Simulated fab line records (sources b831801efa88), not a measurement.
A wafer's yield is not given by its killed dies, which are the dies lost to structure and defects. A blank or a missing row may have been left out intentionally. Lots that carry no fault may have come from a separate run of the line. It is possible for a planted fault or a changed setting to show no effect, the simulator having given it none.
fab line records	flow sky130
record: lots: 6	wafers: 18	last_day: 50
route steps=708 shown METAL4@623 VIA4@639 METAL5@661 PAD_OPEN@708
lots with no fault: from the same line, run without faults
start_h: the number of hours between the record's first day and the start of the first shown wafer of the lot	wait_h: hours since the lot's step before	" identical to the entry in the row above	L1.1+2: a row that stands for several wafers	- value missing, or start not given	* or withheld: withheld	< > ~ a bound
route shown NAME@n: NAME is a module with steps in the file, n the number in the route of the first one	usual: average and standard deviation across the fault-free wafers	same: alike in all rows	chamber/n: place in a boat	sites: the reading at each site	_std_site: standard deviation across them	_edge_site: outer sites' mean less inner sites'	radius_mm: how far each site lies from the wafer's centre	mask NAME#n: copy n	behind: tool/chamber where the wafer was last shaped	hold: why the lot was held/for how many hours/how that ended	device: which transistor (n, p or np) failed to switch	end of line: the same wafers' tests at the end of the route	a step given without rows: its recipe and nothing more	killed: count of dies lost to structure and defects at first sort (not the wafer's yield)	map: per-die view of a wafer (x killed, . not killed, _ where there is no die)
set.NAME: setting as actually run; set.NAME@STEP: the setting as run at that earlier step	model.NAME: the simulator's own value behind a step, which no gauge read
certain route steps with their lots: each step a table, each wafer a row
services: the hour from which a tool's chamber was out of use, counted from the record's first day as start_h (under 0 if before that day), plus the number of hours and why
== steps ==
step: SKY_METAL4_COAT_07
recipe: resist: BARC	temp_c: withheld	time_s: withheld	spin_rpm: 3000	resist_thk_nm: 60
step: SKY_METAL4_COAT_08
recipe: resist: KrF-thick	spin_rpm: 3000	resist_thk_nm: 1140
step: SKY_METAL4_SOFTBAKE_09
recipe: temp_c: 100	time_s: 90	resist: KrF-thick
step: SKY_METAL4_EXPOSE_10
recipe: mask_id: MM4	na: 0.68	source_shape: annular	sigma_inner: 0.4	sigma_outer: 0.8	target_cd_nm: 300	dose_mj: 28
step: SKY_METAL4_PEB_11
recipe: peb_temp_c: withheld	peb_time_s: withheld	resist: KrF-thick
step: SKY_METAL4_DEVELOP_12
recipe: develop_time_s: 60	resist: KrF-thick	dev_temp_c: 21
step: SKY_METAL4_CD_MEAS_13
recipe: target_cd_nm: 300
usual: cd_nm: 300.7/1.5
lot.wafer	tool	chamber	start_h	wait_h	cd_nm
L708.1	cd_sem-02	-	1007.11	-	301.6
L708.3	"	-	"	"	302.6
L708.5	"	-	"	"	302.1
L709.2	cd_sem-01	-	1016.98	-	300.8
L709.4	"	-	"	"	299.7
L709.5	"	-	"	"	300.6
L710.3	cd_sem-01	-	1023.35	-	301.4
L710.5	"	-	"	"	301.1
L710.6	"	-	"	"	300.5
L715.2	cd_sem-01	-	1055.09	-	303.0
L715.5	"	-	"	"	303.5
L715.6	"	-	"	"	303.2
L718.2	cd_sem-02	-	1080.38	-	298.5
L718.5	"	-	"	"	299.3
L718.6	"	-	"	"	299.7
L724.2	cd_sem-01	-	1111.83	-	300.5
L724.3	"	-	"	"	301.6
L724.4	"	-	"	"	302.4
step: SKY_METAL4_OVL_MEAS_14
usual: METAL4_OVL: -1/4.5
lot.wafer	tool	chamber	start_h	wait_h	METAL4_OVL[nm]
L708.1	overlay-01	-	1007.23	0.1	-4
L708.3	"	-	"	"	-9
L708.5	"	-	"	"	-2
L709.2	overlay-01	-	1017.08	0.1	3
L709.4	"	-	"	"	-3
L709.5	"	-	"	"	0
L710.3	overlay-02	-	1023.44	0.1	5
L710.5	"	-	"	"	4
L710.6	"	-	"	"	5
L715.2	overlay-02	-	1055.20	0.1	-5
L715.5	"	-	"	"	1
L715.6	"	-	"	"	-8
L718.2	overlay-02	-	1080.48	0.1	-5
L718.5	"	-	"	"	0
L718.6	"	-	"	"	-2
L724.2	overlay-02	-	1111.93	0.1	2
L724.3	"	-	"	"	1
L724.4	"	-	"	"	0
step: SKY_METAL4_DESCUM_15
recipe: chemistry: O2	source_power_w: 150	bias_power_w: 0	pressure_mtorr: 10	temp_c: 40	time_s: 8
usual: drypump_motor_current_A: 5.8/0.43	oes_product_au: 1.001/0.013
lot.wafer	tool	chamber	start_h	wait_h	drypump_motor_current_A	oes_product_au	rf_hours_counter_h
L708.1	rie_metal-04	1	1007.26	0.0	5.3	1.025	18
L708.3	"	1	"	"	5.3	1.007	-
L708.5	"	0	"	"	6.5	0.991	-
L709.2	rie_metal-02	1	1017.12	0.0	5.7	1.001	-
L709.4	"	1	"	"	5.7	1.001	-
L709.5	"	1	"	"	5.7	1.002	-
L710.3	rie_metal-02	1	1023.48	0.0	5.7	0.996	-
L710.5	"	1	"	"	5.7	1.005	-
L710.6	"	1	"	"	5.7	1.008	-
L715.2	rie_metal-04	0	1055.23	0.0	6.5	0.989	5
L715.5	"	1	"	"	5.3	1.018	-
L715.6	"	0	"	"	6.5	1.003	-
L718.2	rie_metal-04	0	1080.51	0.0	6.5	0.987	7
L718.5	"	1	"	"	5.3	1.022	-
L718.6	"	0	"	"	6.5	0.991	-
L724.2	rie_metal-04	0	1111.96	0.0	6.5	1.000	10
L724.3	"	1	"	"	5.3	1.020	-
L724.4	"	0	"	"	6.5	0.990	-
step: SKY_METAL4_ETCH_16
recipe: chemistry: N2/H2	target: BARC	ion_energy_ev: 200	bias_w: 100	pressure_mtorr: 30	n2_flow_sccm: 100	h2_flow_sccm: 200	icp_w: 500	stop_on: SiO2	time_s: 88.2	target_depth_a: 600
usual: drypump_motor_current_A: 5.8/0.43	oes_product_au: 0.626/0.0047	throttle_valve_pct: 13.204/0.0093
lot.wafer	tool	chamber	start_h	wait_h	drypump_motor_current_A	oes_product_au	rf_hours_counter_h	throttle_valve_pct
L708.1	rie_metal-04	1	1007.29	0.0	5.3	0.631	18	13.224
L708.3	"	1	"	"	5.3	0.626	-	13.212
L708.5	"	0	"	"	6.5	0.627	-	13.198
L709.2	rie_metal-02	1	1017.21	0.1	5.7	0.636	-	13.200
L709.4	"	1	"	"	5.7	0.629	-	13.210
L709.5	"	1	"	"	5.7	0.625	-	13.204
L710.3	rie_metal-02	1	1023.59	0.1	5.7	0.623	-	13.200
L710.5	"	1	"	"	5.7	0.626	-	13.206
L710.6	"	1	"	"	5.7	0.624	-	13.205
L715.2	rie_metal-04	0	1055.26	0.0	6.5	0.624	5	13.208
L715.5	"	1	"	"	5.3	0.626	-	13.213
L715.6	"	0	"	"	6.5	0.624	-	13.209
L718.2	rie_metal-04	0	1080.54	0.0	6.5	0.633	7	13.203
L718.5	"	1	"	"	5.3	0.623	-	13.206
L718.6	"	0	"	"	6.5	0.633	-	13.193
L724.2	rie_metal-04	0	1112.00	0.0	6.4	0.633	10	13.205
L724.3	"	1	"	"	5.3	0.633	-	13.199
L724.4	"	0	"	"	6.4	0.620	-	13.187
step: SKY_METAL4_ETCH_17
recipe: target: SiO2	stop_on: TiN	chemistry: C4F8/O2/Ar	source_w: 1500	bias_w: 1200	pressure_mtorr: 40	c4f8_flow_sccm: withheld	O2_flow_sccm: 6	Ar_flow_sccm: 300	time_s: 3.9	target_depth_a: 150
usual: oes_product_au: 0.753/0.0076
lot.wafer	tool	chamber	start_h	wait_h	oes_product_au	rf_hours_counter_h
L708.1	rie_diel-03	2	1007.39	0.1	0.743	23
L708.3	"	3	"	"	0.758	4
L708.5	"	0	"	"	0.754	-
L709.2	rie_diel-02	1	1017.37	0.1	0.741	5
L709.4	"	2	"	"	0.746	11
L709.5	"	3	"	"	0.757	-
L710.3	rie_diel-02	1	1023.72	0.1	0.745	5
L710.5	"	3	"	"	0.756	-
L710.6	"	0	"	"	0.753	-
L715.2	rie_diel-03	2	1055.36	0.1	0.757	24
L715.5	"	0	"	"	0.751	-
L715.6	"	3	"	"	0.758	-
L718.2	rie_diel-01	0	1080.64	0.1	0.747	20
L718.5	"	1	"	"	0.755	-
L718.6	"	2	"	"	0.760	-
L724.2	rie_diel-03	0	1112.09	0.1	0.745	11
L724.3	"	1	"	"	0.752	21
L724.4	"	2	"	"	0.752	26
step: SKY_METAL4_METAL_ETCH_18
recipe: target_depth_a: 8450	stop_on: SiO2	over_etch_frac: 0.3	time_s: 183.1	chemistry: Cl2/BCl3	resist_sidewall_deg: 88	pressure_mtorr: 10	icp_w: 900	bias_w: 48.5	Cl2_flow_sccm: 60	bcl3_flow_sccm: 30
step: SKY_METAL4_STRIP_19
recipe: chemistry: O2/N2	power_w: 1400	pressure_mtorr: 1500	platen_temp_c: withheld	o2_flow_sccm: 3000	n2_flow_sccm: 300	overash_fraction: 0.5
usual: drypump_motor_current_A: 6.0/0.57	oes_product_au: 0.503/0.0061	strip_time_to_endpoint_s: 6.56/0.1
lot.wafer	tool	chamber	start_h	wait_h	drypump_motor_current_A	oes_product_au	rf_hours_counter_h	strip_time_to_endpoint_s
L708.1	plasma_asher-04	1	1007.59	0.1	6.5	0.507	55	6.62
L708.3	"	0	"	"	6.4	0.505	-	6.59
L708.5	"	1	"	"	6.4	0.509	-	6.62
L709.2	plasma_asher-04	0	1017.75	0.2	6.4	0.494	56	6.55
L709.4	"	1	"	"	6.4	0.501	-	6.48
L709.5	"	0	"	"	6.4	0.498	-	6.52
L710.3	plasma_asher-04	1	1024.13	0.2	6.4	0.506	-	6.57
L710.5	"	0	"	"	6.4	0.499	-	6.48
L710.6	"	1	"	"	6.4	0.502	-	6.55
L715.2	plasma_asher-02	1	1055.62	0.2	4.8	0.496	92	6.39
L715.5	"	0	"	"	6.5	0.490	-	6.44
L715.6	"	1	"	"	4.8	0.500	-	6.39
L718.2	plasma_asher-02	1	1080.84	0.1	4.9	0.504	95	6.62
L718.5	"	0	"	"	6.6	0.514	-	6.68
L718.6	"	1	"	"	4.9	0.501	-	6.64
L724.2	plasma_asher-04	0	1112.29	0.1	6.4	0.505	65	6.63
L724.3	"	1	"	"	6.5	0.510	-	6.64
L724.4	"	0	"	"	6.5	0.505	-	6.67
step: SKY_METAL4_STRIP_20
recipe: chemistry: post_etch_residue_remover	time_s: 1200	temp_c: 72.5
step: SKY_METAL4_CLEAN_21
recipe: chemistry: IPA	time_s: 180	temp_c: 25
step: SKY_METAL4_CLEAN_22
recipe: chemistry: O3/DIW	dry: n2_spin
step: SKY_VIA4_HDPCVD_00
recipe: material: SiO2	target_thk_nm: 1750	sigma_open_frac: 0.3	time_s: 291.7	temp_c: 400	sih4_flow_sccm: 60	pressure_mtorr: 6
step: SKY_VIA4_THK_MEAS_01
recipe: reads: SiO2_of_VIA4_HDPCVD_00
usual: VIA4_HDPCVD_THK: 1755/16
lot.wafer	tool	chamber	start_h	wait_h	VIA4_HDPCVD_THK[nm]
L708.1	film_metro-03	-	1008.40	0.1	1753
L708.3	"	-	"	"	1763
L708.5	"	-	"	"	1751
L709.2	film_metro-04	-	1018.56	0.1	1746
L709.4	"	-	"	"	1734
L709.5	"	-	"	"	1764
L710.3	film_metro-03	-	1024.90	0.1	1780
L710.5	"	-	"	"	1753
L710.6	"	-	"	"	1748
L715.2	film_metro-03	-	1056.40	0.1	1765
L715.5	"	-	"	"	1734
L715.6	"	-	"	"	1765
L718.2	film_metro-03	-	1081.96	0.1	1741
L718.5	"	-	"	"	1749
L718.6	"	-	"	"	1759
L724.2	film_metro-04	-	1113.41	0.1	1725
L724.3	"	-	"	"	1749
L724.4	"	-	"	"	1746
step: SKY_VIA4_CMP_02
recipe: material: SiO2	down_force_psi: 4	platen_rpm: 60	pad_velocity_m_s: 0.94248
step: SKY_VIA4_BOW_MEAS_03
recipe: mode: bow
usual: VIA4_BOW: 78/7.6
lot.wafer	tool	chamber	start_h	wait_h	VIA4_BOW[um]
L708.1	film_metro-03	-	1008.76	0.2	70
L708.3	"	-	"	"	80
L708.5	"	-	"	"	61
L709.2	film_metro-03	-	1018.93	0.1	72
L709.4	"	-	"	"	76
L709.5	"	-	"	"	70
L710.3	film_metro-03	-	1025.28	0.2	70
L710.5	"	-	"	"	79
L710.6	"	-	"	"	66
L715.2	film_metro-04	-	1057.04	0.1	72
L715.5	"	-	"	"	71
L715.6	"	-	"	"	74
L718.2	film_metro-04	-	1082.46	0.3	83
L718.5	"	-	"	"	76
L718.6	"	-	"	"	83
L724.2	film_metro-01	-	1113.78	0.1	77
L724.3	"	-	"	"	82
L724.4	"	-	"	"	81
step: SKY_VIA4_DEHYDRATE_04
recipe: temp_c: 200	time_s: 60
step: SKY_VIA4_HMDS_05
recipe: prime_time_s: 60	prime_temp_c: 120
step: SKY_VIA4_COAT_06
recipe: resist: NOVOLAK	spin_rpm: 3000	resist_thk_nm: 1140
step: SKY_VIA4_SOFTBAKE_07
recipe: temp_c: 90	time_s: 60	resist: NOVOLAK
step: SKY_VIA4_EXPOSE_08
recipe: mask_id: VIM4	na: 0.6	source_shape: conventional	sigma_outer: 0.6	polarization: unpolarized	target_cd_nm: 800	dose_mj: 132
step: SKY_VIA4_PEB_09
recipe: temp_c: withheld	time_s: *	resist: NOVOLAK
step: SKY_VIA4_DEVELOP_10
recipe: resist: NOVOLAK	developer: TMAH	develop_time_s: 60	dev_temp_c: 23
step: SKY_VIA4_OVL_MEAS_11
usual: VIA4_OVL: -0.7/1.2
lot.wafer	tool	chamber	start_h	wait_h	VIA4_OVL[nm]
L708.1	overlay-02	-	1031.27	0.1	-3.0
L708.3	"	-	"	"	-2.6
L708.5	"	-	"	"	-2.7
L709.2	overlay-02	-	1041.48	0.1	0.1
L709.4	"	-	"	"	-0.3
L709.5	"	-	"	"	-0.5
L710.3	overlay-02	-	1047.46	0.1	-0.9
L710.5	"	-	"	"	-2.3
L710.6	"	-	"	"	-0.1
L715.2	overlay-01	-	1078.23	0.1	0.3
L715.5	"	-	"	"	-1.2
L715.6	"	-	"	"	-2.1
L718.2	overlay-02	-	1102.90	0.1	-2.1
L718.5	"	-	"	"	-0.8
L718.6	"	-	"	"	-2.6
L724.2	overlay-02	-	1132.96	0.1	-1.6
L724.3	"	-	"	"	-0.9
L724.4	"	-	"	"	-0.9
step: SKY_VIA4_ETCH_12
recipe: target: SiO2	chemistry: C4F8/O2/Ar	stop_on: TiN	mask_material: NOVOLAK	source_w: 1500	bias_w: 1200	pressure_mtorr: 40	c4f8_flow_sccm: withheld	O2_flow_sccm: 6	Ar_flow_sccm: 300	time_s: withheld	target_depth_a: 5800
step: SKY_VIA4_STRIP_13
recipe: chemistry: O2/N2	power_w: 1400	pressure_mtorr: 1500	platen_temp_c: withheld	o2_flow_sccm: 3000	n2_flow_sccm: 300	overash_fraction: 0.5
step: SKY_VIA4_STRIP_14
recipe: chemistry: post_etch_residue_remover	time_s: 1200	temp_c: 72.5
step: SKY_VIA4_CLEAN_15
recipe: chemistry: IPA	time_s: 180	temp_c: 25
step: SKY_VIA4_CLEAN_16
recipe: chemistry: O3/DIW	dry: n2_spin
step: SKY_VIA4_SPUTTER_17
recipe: material: TiN	target_thk_nm: 20	chamber_pressure_pa: 5	power_w: 4000	time_s: 80
step: SKY_VIA4_CVD_18
recipe: material: W	target_thk_nm: 505	time_s: 152.14	temp_c: 400	pressure_torr: 40
step: SKY_VIA4_RS_MEAS_19
recipe: thk_meas_gauge: four-point-probe	reads: W_of_VIA4_CVD_18+TiN_of_VIA4_SPUTTER_17
usual: VIA4_W_RS: 0.224/0.0041
lot.wafer	tool	chamber	start_h	wait_h	VIA4_W_RS[ohm/sq]
L708.1	film_metro-03	-	1032.19	0.1	0.225
L708.3	"	-	"	"	0.229
L708.5	"	-	"	"	0.220
L709.2	film_metro-03	-	1042.41	0.1	0.228
L709.4	"	-	"	"	0.230
L709.5	"	-	"	"	0.217
L710.3	film_metro-03	-	1048.40	0.1	0.220
L710.5	"	-	"	"	0.230
L710.6	"	-	"	"	0.218
L715.2	film_metro-03	-	1079.28	0.1	0.224
L715.5	"	-	"	"	0.223
L715.6	"	-	"	"	0.228
L718.2	film_metro-03	-	1103.86	0.1	0.230
L718.5	"	-	"	"	0.228
L718.6	"	-	"	"	0.219
L724.2	film_metro-03	-	1134.04	0.1	0.223
L724.3	"	-	"	"	0.226
L724.4	"	-	"	"	0.224
step: SKY_VIA4_THK_MEAS_20
recipe: thk_meas_gauge: xrf	reads: W_of_VIA4_CVD_18
usual: VIA4_W_THK: 519/10
lot.wafer	tool	chamber	start_h	wait_h	VIA4_W_THK[nm]
L708.1	film_metro-03	-	1032.31	0.1	516
L708.3	"	-	"	"	510
L708.5	"	-	"	"	527
L709.2	film_metro-03	-	1042.52	0.1	510
L709.4	"	-	"	"	507
L709.5	"	-	"	"	539
L710.3	film_metro-03	-	1048.50	0.1	530
L710.5	"	-	"	"	505
L710.6	"	-	"	"	537
L715.2	film_metro-03	-	1079.39	0.1	516
L715.5	"	-	"	"	516
L715.6	"	-	"	"	505
L718.2	film_metro-03	-	1103.97	0.1	501
L718.5	"	-	"	"	510
L718.6	"	-	"	"	533
L724.2	film_metro-03	-	1134.15	0.1	521
L724.3	"	-	"	"	517
L724.4	"	-	"	"	522
step: SKY_VIA4_CMP_21
recipe: stop_on: SiO2	t_overpolish_s: 25	down_force_psi: 3.5	platen_rpm: 60	target_thk_nm: 0	pad_velocity_m_s: 0.94248
step: SKY_METAL5_SPUTTER_00
recipe: material: Ti	target_thk_nm: 15	power_w: 3000	time_s: 10	chamber_pressure_pa: 0.4
usual: throttle_valve_pct: 30.0/0.84
lot.wafer	tool	chamber	start_h	wait_h	throttle_valve_pct
L708.1	pvd_sputter-04	-	1032.67	0.1	30.5
L708.3	"	-	"	"	30.6
L708.5	"	-	"	"	30.6
L709.2	pvd_sputter-04	-	1042.87	0.2	30.0
L709.4	"	-	"	"	30.4
L709.5	"	-	"	"	30.7
L710.3	pvd_sputter-04	-	1049.13	0.1	29.5
L710.5	"	-	"	"	30.5
L710.6	"	-	"	"	30.3
L715.2	pvd_sputter-01	-	1080.10	0.2	29.8
L715.5	"	-	"	"	29.7
L715.6	"	-	"	"	30.1
L718.2	pvd_sputter-01	-	1104.32	0.1	29.8
L718.5	"	-	"	"	30.3
L718.6	"	-	"	"	29.9
L724.2	pvd_sputter-04	-	1134.50	0.1	29.6
L724.3	"	-	"	"	30.4
L724.4	"	-	"	"	30.5
step: SKY_METAL5_SPUTTER_01
recipe: material: TiN	target_thk_nm: 20	power_w: 6500	time_s: 16.7	chamber_pressure_pa: 0.4
step: SKY_METAL5_SPUTTER_02
recipe: material: AlCu	target_thk_nm: 1150	power_w: 10600	time_s: 61.2	chamber_pressure_pa: 0.4
step: SKY_METAL5_SPUTTER_03
recipe: material: Ti	target_thk_nm: 5	power_w: 3000	time_s: 3.3	chamber_pressure_pa: 0.4
usual: throttle_valve_pct: 30.0/0.86
lot.wafer	tool	chamber	start_h	wait_h	throttle_valve_pct
L708.1	pvd_sputter-04	-	1032.77	0.0	30.3
L708.3	"	-	"	"	30.9
L708.5	"	-	"	"	30.6
L709.2	pvd_sputter-04	-	1042.97	0.0	29.7
L709.4	"	-	"	"	30.5
L709.5	"	-	"	"	30.5
L710.3	pvd_sputter-04	-	1049.22	0.0	29.5
L710.5	"	-	"	"	30.6
L710.6	"	-	"	"	30.6
L715.2	pvd_sputter-01	-	1080.20	0.0	29.7
L715.5	"	-	"	"	29.9
L715.6	"	-	"	"	29.5
L718.2	pvd_sputter-01	-	1104.42	0.0	29.6
L718.5	"	-	"	"	30.2
L718.6	"	-	"	"	29.8
L724.2	pvd_sputter-04	-	1134.60	0.0	29.8
L724.3	"	-	"	"	30.8
L724.4	"	-	"	"	30.3
step: SKY_PAD_OPEN_PROBE_99
usual: defect_limited_yield: 82.5/1.9	killed_at_M0_to_M3: 43/7.6	killed_at_M4_up: 2.9/1.7	killed_at_contacts: 24/5.5	killed_at_front_end: 15/4.2	killed_at_other: 0.3/0.52	killed_dies: 86/9.4	killed_open: 47/7	killed_short: 39/6.4	sort_bin_3_pad_short: 0.9/0.4	sort_bin_5_function: 10.3/1.6	sort_bin_6_memory: 6.2/1.1	sort_n_pass: 406/9.4	sort_yield_pct: 82.5/1.9
same: gross_dies: 492	killed_at_back_side: 0	sort_bin_4_leakage[%]: 0	sort_bin_8_speed[%]: 0
lot.wafer	tool	chamber	start_h	wait_h	defect_limited_yield[%]	killed_at_M0_to_M3	killed_at_M4_up	killed_at_contacts	killed_at_front_end	killed_at_other	killed_dies	killed_open	killed_short	sort_bin_3_pad_short[%]	sort_bin_5_function[%]	sort_bin_6_memory[%]	sort_n_pass	sort_yield_pct[%]	model.etest.tester.sort_n_pass	model.etest.tester.sort_yield_pct	model.etest.tester.sort_bin_5_pct	model.etest.tester.sort_bin_3_pct
L709.2	prober-01	-	1108.70	0.1	71.3	41	48	27	25	0	141	47	45	3.7	15.7	9.3	351	71.3	351	71.34	15.65	3.659
L709.4	prober-01	-	1108.80	0.2	74.2	48	41	18	20	0	127	54	33	2.8	16.1	6.9	365	74.2	365	74.19	16.06	2.846
L709.5	prober-01	-	1108.85	0.2	71.7	42	52	23	22	0	139	42	46	3.7	17.5	7.1	353	71.7	353	71.75	17.48	3.659
L710.3	prober-02	-	1114.99	0.2	74.2	40	47	27	13	0	127	47	33	2.0	16.5	7.3	365	74.2	365	74.19	16.46	2.033
L710.5	prober-02	-	1115.09	0.2	74.8	32	59	23	10	0	124	35	31	3.0	16.7	5.5	368	74.8	368	74.8	16.67	3.049
L710.6	prober-02	-	1115.14	0.2	75.4	44	41	17	19	0	121	33	48	4.1	13.2	7.3	371	75.4	371	75.41	13.21	4.065
L718.2	prober-02	-	1163.70	0.1	86.2	33	2	20	13	0	68	43	25	1.4	7.9	4.5	424	86.2	424	86.18	7.927	1.423
L718.5	prober-02	-	1163.85	0.2	82.7	50	6	19	10	0	85	57	28	0.2	10.6	6.5	407	82.7	407	82.72	10.57	0.2033
L718.6	prober-02	-	1163.90	0.2	81.9	43	5	26	15	0	89	55	34	0.8	10.6	6.7	403	81.9	403	81.91	10.57	0.813
L724.2	prober-02	-	1190.18	0.1	84.6	34	4	19	19	0	76	40	36	0.8	6.5	8.1	416	84.6	416	84.55	6.504	0.813
L724.3	prober-02	-	1190.23	0.2	84.3	39	2	26	10	0	77	43	34	0.6	9.6	5.5	415	84.3	415	84.35	9.553	0.6098
L724.4	prober-02	-	1190.28	0.2	80.9	49	2	23	20	0	94	46	48	0.6	11.0	7.5	398	80.9	398	80.89	10.98	0.6098
killed by level:class
L709.2 METAL4:unspecified=48 CONTACT:geometric_particle:open=11 METAL1:geometric_particle:short=9 VIA1:geometric_particle:open=9 FIELD_ISO:geometric_particle:open=7 FIELD_ISO:geometric_particle:short=6 LI_CONTACT:geometric_particle:open=6 METAL3:geometric_particle:short=6
L709.4 METAL4:unspecified=40 VIA1:geometric_particle:open=9 VIA3:geometric_particle:open=7 LI_CONTACT:geometric_particle:open=7 VIA2:geometric_particle:open=7 POLY_GATE:geometric_particle:short=6 POLY_GATE:geometric_particle:open=6 CONTACT:geometric_particle:open=5
L709.5 METAL4:unspecified=51 FIELD_ISO:geometric_particle:open=7 VIA1:geometric_particle:open=7 CONTACT:geometric_particle:short=6 CONTACT:geometric_particle:open=6 VIA1:geometric_particle:short=6 METAL3:geometric_particle:short=5 VIA3:geometric_particle:open=5
L710.3 METAL4:unspecified=44 VIA1:geometric_particle:open=10 CONTACT:geometric_particle:open=9 LI_CONTACT:geometric_particle:open=8 VIA2:geometric_particle:open=7 VIA3:geometric_particle:short=5 LI_CONTACT:geometric_particle:short=4 METAL1:geometric_particle:short=3
L710.5 METAL4:unspecified=58 VIA1:geometric_particle:open=9 CONTACT:geometric_particle:open=8 LI_CONTACT:geometric_particle:open=7 METAL2:geometric_particle:short=5 CONTACT:geometric_particle:short=4 VIA1:geometric_particle:short=4 POLY_GATE:geometric_particle:open=3
L710.6 METAL4:unspecified=38 VIA1:geometric_particle:open=8 METAL2:geometric_particle:short=7 LI_CONTACT:geometric_particle:short=6 POLY_GATE:geometric_particle:short=5 METAL1:geometric_particle:short=4 METAL2:geometric_particle:open=4 VIA2:geometric_particle:open=4
L718.2 LI_CONTACT:geometric_particle:open=8 VIA1:geometric_particle:open=8 CONTACT:geometric_particle:open=7 METAL1:geometric_particle:short=7 VIA3:geometric_particle:open=6 FIELD_ISO:geometric_particle:open=3 METAL2:geometric_particle:open=3 FIELD_ISO:geometric_particle:short=2
L718.5 VIA2:geometric_particle:open=11 VIA1:geometric_particle:open=11 VIA3:geometric_particle:open=10 CONTACT:geometric_particle:open=8 POLY_GATE:geometric_particle:open=7 METAL1:geometric_particle:open=4 VIA1:geometric_particle:short=4 LI_CONTACT:geometric_particle:open=3
L718.6 CONTACT:geometric_particle:open=11 VIA1:geometric_particle:open=10 LI_CONTACT:geometric_particle:open=9 VIA3:geometric_particle:open=6 METAL2:geometric_particle:short=6 VIA2:geometric_particle:open=6 POLY_GATE:geometric_particle:open=4 CONTACT:geometric_particle:short=4
L724.2 VIA1:geometric_particle:open=8 POLY_GATE:geometric_particle:short=7 LI_CONTACT:geometric_particle:open=7 VIA2:geometric_particle:open=7 VIA3:geometric_particle:open=6 FIELD_ISO:geometric_particle:open=4 METAL1:geometric_particle:short=4 VIA1:geometric_particle:short=4
L724.3 CONTACT:geometric_particle:open=13 VIA1:geometric_particle:open=10 METAL2:geometric_particle:short=8 METAL1:geometric_particle:short=6 VIA3:geometric_particle:open=5 FIELD_ISO:geometric_particle:short=4 VIA2:geometric_particle:open=4 LI_CONTACT:geometric_particle:open=3
L724.4 VIA3:geometric_particle:open=9 VIA1:geometric_particle:open=8 LOCAL_INTERCONNECT:geometric_particle:short=6 CONTACT:geometric_particle:short=6 VIA3:geometric_particle:short=6 CONTACT:geometric_particle:open=6 VIA1:geometric_particle:short=6 FIELD_ISO:geometric_particle:open=5
map L709.2 (x killed, . not)
__________......x..._________
________.....x.....xxx_______
______..xx.x..x........x_____
_____..x....x.....xx.....____
____................x..x..___
___.x........x....x.x....xx__
__.....x.....x......x...x..._
_.x..xx........x.x..x....x.x.
_..........xx......x...x.x.xx
_x....xxx.x..............x...
_.....x.x......xxx...........
_x....x....x...x.x....x....xx
_..x...........xx............
_.......xx..x.........x..x...
_x.......xxx.....x....x.....x
__....xx...x.xxx..x....x..x._
___..xx....xxxxxxx......x..__
____......xxxxxxxxx....x..___
_____x....xxxxxxxxx..x...____
______...xxxxxxxxxxx.x.x_____
________x.xxxxxxx..x.._______
__________x...xxx..._________
map L710.3 (x killed, . not)
__________....xx.xxx_________
________.............._______
______..x....x.........._____
_____....x...........x...____
____.....x.x...x.....xx...___
___..x.....x....x........xx__
__x......xx....x....x.x.x.xx_
_..xx.......x.x..x...x.xxxxxx
_.x...x..x...xx..x....xxxxxxx
_x...................x.xxxxxx
_...x.....x...x.x....xxxxxxxx
_.x....x.x............xxxxxxx
_..........x...xx......x.xxxx
_....x.....x..............xx.
_xx.....x.....x..x...x..x.xx.
__..x..x...x.........x.....x_
___....xxxx.x........x.....__
____............x...x.....___
_____....x...xx.xx....x..____
______.................._____
________x....x.x......_______
__________x........._________
== services ==
tool	chamber	start_h	hours	kind
rie_diel-02	1	986.97	2.5	repair
pvd_sputter-01	-	989.62	0.8	repair
rie_metal-02	0	1008.71	-	clean
rie_metal-02	0	1008.71	17.8	scheduled_down
rie_metal-02	0	1008.71	17.8	vent_cycle
rie_diel-03	2	1019.87	11.3	repair
rie_metal-04	0	1027.82	21.8	repair
rie_diel-02	3	1039.82	3.3	repair
rie_diel-02	3	1046.68	4.4	repair
pvd_sputter-01	-	1050.25	10.0	repair
rie_diel-02	1	1061.58	5.0	repair
plasma_asher-04	-	1063.37	2.3	repair
rie_diel-01	2	1064.84	2.6	repair
rie_metal-02	0	1082.62	3.8	repair
rie_diel-01	0	1095.51	10.6	repair
rie_diel-01	1	1098.71	19.6	repair
rie_diel-02	-	1102.47	1.1	repair
pvd_sputter-01	3	1109.72	-	consumable_replace:kit
pvd_sputter-01	3	1109.72	18.0	scheduled_down
pvd_sputter-01	3	1109.72	18.0	vent_cycle
rie_diel-02	-	1110.64	2.8	pm
pvd_sputter-04	3	1114.86	-	consumable_replace:kit
pvd_sputter-04	3	1114.86	18.0	scheduled_down
pvd_sputter-04	3	1114.86	18.0	vent_cycle
== key ==
first_sign: step: SKY_PAD_OPEN_PROBE_99	reading: killed_at_M4_up	direction: up	sigmas: 26	usual: 2.9	struck: 48
effect: step: SKY_PAD_OPEN_PROBE_99	reading: sort_bin_3_pad_short	direction: up	sigmas: 5.7	usual: 0.9	struck: 3.2
model_effect: step: SKY_PAD_OPEN_PROBE_99	value: etest.tester.sort_n_pass	without: 403	struck: 362.2
met_at SKY_METAL4_STRIP_19
struck_wafers L709.2,L709.4,L709.5,L710.3,L710.5,L710.6
onset_between 1007.59 1017.75
also_fits SKY_METAL4_DESCUM_15:rie_metal-02,SKY_METAL4_ETCH_16:rie_metal-02,SKY_METAL4_ETCH_17:rie_diel-02
fault: kind: chamber_particle_source	tool: plasma_asher-04	chamber: -	onset_h: 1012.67	steps: SKY_METAL4_STRIP_19	rate_per_visit_cm2: 0.92793	end_h: 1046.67
